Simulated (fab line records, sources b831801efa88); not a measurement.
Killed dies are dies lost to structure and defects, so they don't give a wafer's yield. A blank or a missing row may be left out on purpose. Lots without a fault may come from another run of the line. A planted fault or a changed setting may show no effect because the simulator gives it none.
Which tool did it? | flow gf180mcu | 10 lots, 30 wafers sampled, at 5 steps of a route of 602

WHAT THE GAUGES READ, wafer by wafer
GF_V2_RS_MEAS_24: measures by four-point-probe. Usual: V2_W_RS 0.327 ohm/sq, standard deviation 0.0044.
lot  | measured     | on            | V2_W_RS (ohm/sq)  | flag
L399 | day 21 23:36 | film_metro-03 | 0.327 0.329 0.325 |
L400 | day 22 14:39 | film_metro-01 | 0.323 0.331 0.331 |
L402 | day 23 09:02 | film_metro-03 | 0.324 0.324 0.334 |
L406 | day 24 15:20 | film_metro-03 | 0.194 0.194 0.193 | OFF
L408 | day 25 04:39 | film_metro-03 | 0.195 0.194 0.194 | OFF
L410 | day 25 15:25 | film_metro-03 | 0.322 0.324 0.329 |
L411 | day 25 20:32 | film_metro-01 | 0.329 0.333 0.325 |
L413 | day 26 12:48 | film_metro-01 | 0.331 0.329 0.335 |
L418 | day 27 20:36 | film_metro-01 | 0.330 0.326 0.320 |
L420 | day 28 14:02 | film_metro-01 | 0.323 0.330 0.327 |

GF_V2_THK_MEAS_25: measures by xrf. Usual: V2_W_THK 360 nm, standard deviation 6.9.
lot  | measured     | on            | V2_W_THK (nm) | flag
L399 | day 21 23:43 | film_metro-03 | 358 355 359   |
L400 | day 22 14:46 | film_metro-01 | 362 355 352   |
L402 | day 23 09:09 | film_metro-03 | 374 374 362   |
L406 | day 24 15:27 | film_metro-03 | - - -         | OFF
L408 | day 25 04:46 | film_metro-03 | - - -         | OFF
L410 | day 25 15:32 | film_metro-03 | 367 366 360   |
L411 | day 25 20:39 | film_metro-01 | 356 352 359   |
L413 | day 26 12:53 | film_metro-01 | 350 354 348   |
L418 | day 27 20:43 | film_metro-01 | 353 354 364   |
L420 | day 28 14:08 | film_metro-01 | 364 355 357   |

WHICH TOOL RAN EACH LOT (tool, then ch and the chambers of the sampled wafers, then the start)
lot  | GF_V2_CVD_02                    | GF_V2_ETCH_16                      | GF_V2_CVD_23
L399 | pecvd-03 ch 0,1,2, day 20 21:16 | rie_diel-02 ch 0,2,3, day 21 22:44 | cvd_w-02 ch 0,1, day 21 23:29
L400 | pecvd-04 ch 0,2, day 21 13:18   | rie_diel-02 ch 0,2,3, day 22 13:46 | cvd_w-01 ch 0,1, day 22 14:32
L402 | pecvd-02 ch 0,2, day 22 08:21   | rie_diel-02 ch 0,1,3, day 23 08:10 | cvd_w-01 ch 0,1, day 23 08:55
L406 | pecvd-02 ch 0,2, day 23 15:05   | rie_diel-02 ch 1,2,3, day 24 14:26 | cvd_w-01 ch 0,1, day 24 15:13
L408 | pecvd-03 ch 0,1,2, day 24 07:41 | rie_diel-02 ch 0,1,2, day 25 03:46 | cvd_w-01 ch 0,1, day 25 04:31
L410 | pecvd-04 ch 0,2, day 24 17:06   | rie_diel-03 ch 0,1,3, day 25 14:32 | cvd_w-02 ch 0,1, day 25 15:18
L411 | pecvd-04 ch 0,1,2, day 24 22:09 | rie_diel-03 ch 0,1,3, day 25 19:37 | cvd_w-02 ch 0,1, day 25 20:25
L413 | pecvd-04 ch 0,1,2, day 25 14:07 | rie_diel-03 ch 0,1,2, day 26 11:52 | cvd_w-02 ch 0,1, day 26 12:40
L418 | pecvd-03 ch 1,2, day 26 23:12   | rie_diel-03 ch 0,3, day 27 19:43   | cvd_w-01 ch 0,1, day 27 20:29
L420 | pecvd-04 ch 0,1, day 27 15:39   | rie_diel-02 ch 0,1, day 28 13:05   | cvd_w-02 ch 0,1, day 28 13:55
- GF_V2_CVD_02: deposits SiO2 from TEOS, target thk 850 nm, time 94.851 s.
- GF_V2_ETCH_16: etches BARC in N2/H2.
- GF_V2_CVD_23: deposits W, target thk 350 nm, time 104.94 s.

WHAT THE TOOLS THEMSELVES READ (means of the sampled wafers that have a number; where no wafer has one, the mark that the record gives instead)
GF_V2_CVD_02. Usual: heater_power_outer_w 361 W, standard deviation 47; heater_power_w 636 W, standard deviation 83; susceptor_temp_C 400.01 C, standard deviation 0.24.
lot  | tool     | heater_power_outer_w (W) | heater_power_w (W) | susceptor_temp_C (C) | flag
L399 | pecvd-03 | 361                      | 635                | 400.06               |
L400 | pecvd-04 | 346                      | 617                | 400.05               |
L402 | pecvd-02 | 328                      | 578                | 400.04               |
L406 | pecvd-02 | 367                      | 675                | 399.67               |
L408 | pecvd-03 | 378                      | 647                | 399.85               |
L410 | pecvd-04 | 402                      | 687                | 400.19               |
L411 | pecvd-04 | 347                      | 630                | 399.95               |
L413 | pecvd-04 | 357                      | 636                | 399.94               |
L418 | pecvd-03 | 335                      | 568                | 400.10               |
L420 | pecvd-04 | 323                      | 586                | 400.11               |

GF_V2_ETCH_16. Usual: drypump_motor_current_A 5.8 A, standard deviation 0.43; oes_product_au 0.854 a.u., standard deviation 0.0045; throttle_valve_pct 13.226 %, standard deviation 0.0085.
lot  | tool        | drypump_motor_current_A (A) | oes_product_au (a.u.) | throttle_valve_pct (%) | flag
L399 | rie_diel-02 | 5.7                         | 0.856                 | 13.237                 |
L400 | rie_diel-02 | 5.6                         | 0.854                 | 13.223                 |
L402 | rie_diel-02 | 5.8                         | 0.854                 | 13.230                 |
L406 | rie_diel-02 | 5.9                         | 0.852                 | 13.232                 |
L408 | rie_diel-02 | 6.0                         | 0.849                 | 13.226                 |
L410 | rie_diel-03 | 6.3                         | 0.856                 | 13.232                 |
L411 | rie_diel-03 | 6.3                         | 0.853                 | 13.221                 |
L413 | rie_diel-03 | 5.9                         | 0.851                 | 13.231                 |
L418 | rie_diel-03 | 6.1                         | 0.858                 | 13.225                 |
L420 | rie_diel-02 | 6.0                         | 0.854                 | 13.229                 |

GF_V2_CVD_23. Usual: heater_power_outer_w 540 W, standard deviation 39; heater_power_w 879 W, standard deviation 23; susceptor_temp_C 400.00 C, standard deviation 0.22.
lot  | tool     | heater_power_outer_w (W) | heater_power_w (W) | susceptor_temp_C (C) | flag
L399 | cvd_w-02 | 577                      | 888                | 399.94               |
L400 | cvd_w-01 | 517                      | 875                | 400.05               |
L402 | cvd_w-01 | 528                      | 891                | 399.77               |
L406 | cvd_w-01 | 732                      | 1201               | 456.90               | OFF
L408 | cvd_w-01 | 752                      | 1213               | 456.99               | OFF
L410 | cvd_w-02 | 581                      | 871                | 400.13               |
L411 | cvd_w-02 | 549                      | 878                | 399.96               |
L413 | cvd_w-02 | 544                      | 876                | 399.95               |
L418 | cvd_w-01 | 515                      | 870                | 400.01               |
L420 | cvd_w-02 | 579                      | 895                | 400.02               |

THE ANSWER, worked out from the rows above alone
Rule: a lot is off if the mean of its wafers that have a number lies more than 3 standard deviations from the usual mean. A lot without any number at a reading at which 4 lots or more have one is off too. The other lots that the step has rows for count as sound. The gauges are gone through in route order, then the tools' own readings, and for those a lot's mean is taken as printed above. The first step at which some lot is off is used, and at that step the reading that is off furthest; a lot without a number counts as furthest.
Off: L406, L408, at GF_V2_RS_MEAS_24 (V2_W_RS).
A tool fits if, at a process step before that reading, it ran every lot that is off, and no sound lot after the first of them. The gauges at GF_V2_RS_MEAS_24 aren't tried: what is off there is off at GF_V2_CVD_23 too, on other tools, and a gauge's error can't cause that. None of those tried fits.

WHAT THE SIMULATOR HAD PUT IN
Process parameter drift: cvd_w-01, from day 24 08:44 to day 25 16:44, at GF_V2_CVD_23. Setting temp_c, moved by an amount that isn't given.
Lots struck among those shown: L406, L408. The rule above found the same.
